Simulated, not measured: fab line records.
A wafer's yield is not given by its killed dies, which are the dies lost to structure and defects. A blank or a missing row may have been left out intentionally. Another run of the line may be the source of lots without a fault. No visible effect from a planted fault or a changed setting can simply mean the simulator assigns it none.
Which tool did it? | flow gf180mcu | Sampling: 14 lots, 42 wafers, 4 of 602 route steps

WHAT THE GAUGES READ, wafer by wafer
GF_V5_OVL_MEAS_15. Usual: V5_OVL -6 nm, standard deviation 5.7.
lot  | measured     | on         | V5_OVL (nm) | flag
L979 | day 27 07:40 | overlay-02 | 3 -9 -1     |
L980 | day 27 13:28 | overlay-01 | 6 0 -3      |
L982 | day 28 05:25 | overlay-01 | -10 -11 -14 |
L984 | day 28 22:43 | overlay-02 | -2 -10 3    |
L985 | day 29 01:22 | overlay-01 | 1 -6 3      |
L986 | day 29 13:16 | overlay-01 | 0 -5 -12    |
L987 | day 29 20:49 | overlay-01 | -8 3 0      |
L988 | day 29 23:19 | overlay-02 | -12 -9 -13  |
L989 | day 30 05:16 | overlay-02 | -2 -9 -7    |
L990 | day 30 13:43 | overlay-01 | -17 -12 -14 |
L992 | day 31 03:34 | overlay-01 | -8 -11 -10  |
L995 | day 32 02:47 | overlay-01 | -3 -5 -4    |
L996 | day 32 07:28 | overlay-02 | 0 -3 0      |
L997 | day 32 11:04 | overlay-02 | -1 -6 -3    |

GF_V5_THK_MEAS_25: measures by xrf. Usual: V5_W_THK 361 nm, standard deviation 4.2.
lot  | measured     | on            | V5_W_THK (nm) | flag
L979 | day 27 08:46 | film_metro-03 | 358 365 366   |
L980 | day 27 14:32 | film_metro-01 | 362 362 358   |
L982 | day 28 06:33 | film_metro-01 | 354 354 357   |
L984 | day 28 23:47 | film_metro-03 | 361 363 364   |
L985 | day 29 02:27 | film_metro-02 | 369 368 367   |
L986 | day 29 14:26 | film_metro-02 | 364 364 368   |
L987 | day 29 21:53 | film_metro-03 | 354 355 351   |
L988 | day 30 00:25 | film_metro-02 | 357 354 359   |
L989 | day 30 06:22 | film_metro-02 | 359 362 366   |
L990 | day 30 14:46 | film_metro-02 | 365 360 361   |
L992 | day 31 04:38 | film_metro-01 | 361 362 362   |
L995 | day 32 03:53 | film_metro-03 | 357 359 358   |
L996 | day 32 08:31 | film_metro-03 | 364 366 363   |
L997 | day 32 12:12 | film_metro-01 | 357 356 360   |

TOOL THAT RAN EACH LOT (tool first, then ch and the chambers of the sampled wafers, then the start)
lot  | GF_M4_SPUTTER_01             | GF_MIM_SPUTTER_04
L979 | pvd_sputter-04, day 22 15:20 | pvd_sputter-02, day 24 15:12
L980 | pvd_sputter-04, day 22 21:32 | pvd_sputter-02, day 24 21:29
L982 | pvd_sputter-02, day 23 14:51 | pvd_sputter-01, day 25 13:20
L984 | pvd_sputter-03, day 24 11:10 | pvd_sputter-02, day 26 08:50
L985 | pvd_sputter-04, day 24 13:25 | pvd_sputter-01, day 26 11:22
L986 | pvd_sputter-03, day 25 03:01 | pvd_sputter-01, day 27 00:29
L987 | pvd_sputter-02, day 25 10:42 | pvd_sputter-04, day 27 08:18
L988 | pvd_sputter-02, day 25 14:58 | pvd_sputter-04, day 27 11:50
L989 | pvd_sputter-02, day 25 21:28 | pvd_sputter-02, day 27 17:11
L990 | pvd_sputter-03, day 26 06:03 | pvd_sputter-04, day 28 02:39
L992 | pvd_sputter-03, day 26 22:34 | pvd_sputter-04, day 28 18:05
L995 | pvd_sputter-02, day 28 01:43 | pvd_sputter-02, day 29 20:05
L996 | pvd_sputter-02, day 28 07:16 | pvd_sputter-02, day 30 00:53
L997 | pvd_sputter-02, day 28 10:26 | pvd_sputter-04, day 30 04:03
- GF_M4_SPUTTER_01: material TiN, target thk 30 nm, time 25 s.
- GF_MIM_SPUTTER_04: material TiN, target thk 50 nm, time 41.7 s.

WHAT THE TOOLS THEMSELVES READ (means of the sampled wafers that have a number; where no wafer has one, the mark that the record gives instead)
GF_M4_SPUTTER_01. Usual: throttle_valve_pct at 30.2 %, with a standard deviation of 0.91.
lot  | tool           | throttle_valve_pct (%) | flag
L979 | pvd_sputter-04 | 29.3                   |
L980 | pvd_sputter-04 | 30.4                   |
L982 | pvd_sputter-02 | 30.5                   |
L984 | pvd_sputter-03 | 30.0                   |
L985 | pvd_sputter-04 | 30.9                   |
L986 | pvd_sputter-03 | 30.1                   |
L987 | pvd_sputter-02 | 30.6                   |
L988 | pvd_sputter-02 | 30.6                   |
L989 | pvd_sputter-02 | 30.8                   |
L990 | pvd_sputter-03 | 30.0                   |
L992 | pvd_sputter-03 | 30.0                   |
L995 | pvd_sputter-02 | 30.6                   |
L996 | pvd_sputter-02 | 30.7                   |
L997 | pvd_sputter-02 | 30.5                   |

GF_MIM_SPUTTER_04. Usual: throttle_valve_pct at 30.3 %, with a standard deviation of 1.1.
lot  | tool           | throttle_valve_pct (%) | flag
L979 | pvd_sputter-02 | 30.1                   |
L980 | pvd_sputter-02 | 30.2                   |
L982 | pvd_sputter-01 | 31.0                   |
L984 | pvd_sputter-02 | 30.7                   |
L985 | pvd_sputter-01 | 31.1                   |
L986 | pvd_sputter-01 | 30.5                   |
L987 | pvd_sputter-04 | 30.4                   |
L988 | pvd_sputter-04 | 29.3                   |
L989 | pvd_sputter-02 | 30.3                   |
L990 | pvd_sputter-04 | 30.4                   |
L992 | pvd_sputter-04 | 29.3                   |
L995 | pvd_sputter-02 | 30.2                   |
L996 | pvd_sputter-02 | 30.3                   |
L997 | pvd_sputter-04 | 30.4                   |

THE ANSWER, worked out from the rows above alone
Rule: a lot counts as off when the mean over its wafers that have a number is more than 3 standard deviations away from the usual mean. A lot without any number at a reading at which 4 lots or more have one is off too. The other lots that the step has rows for count as sound. After the gauges, taken in route order, come the tools' own readings; for these a lot's mean is taken, as printed above. The first step at which some lot is off is used, and at that step the reading that is off furthest; a lot without a number counts as furthest.
None of the lots is off at any reading shown; this tells nothing.

WHAT HAD BEEN PUT IN BY THE SIMULATOR
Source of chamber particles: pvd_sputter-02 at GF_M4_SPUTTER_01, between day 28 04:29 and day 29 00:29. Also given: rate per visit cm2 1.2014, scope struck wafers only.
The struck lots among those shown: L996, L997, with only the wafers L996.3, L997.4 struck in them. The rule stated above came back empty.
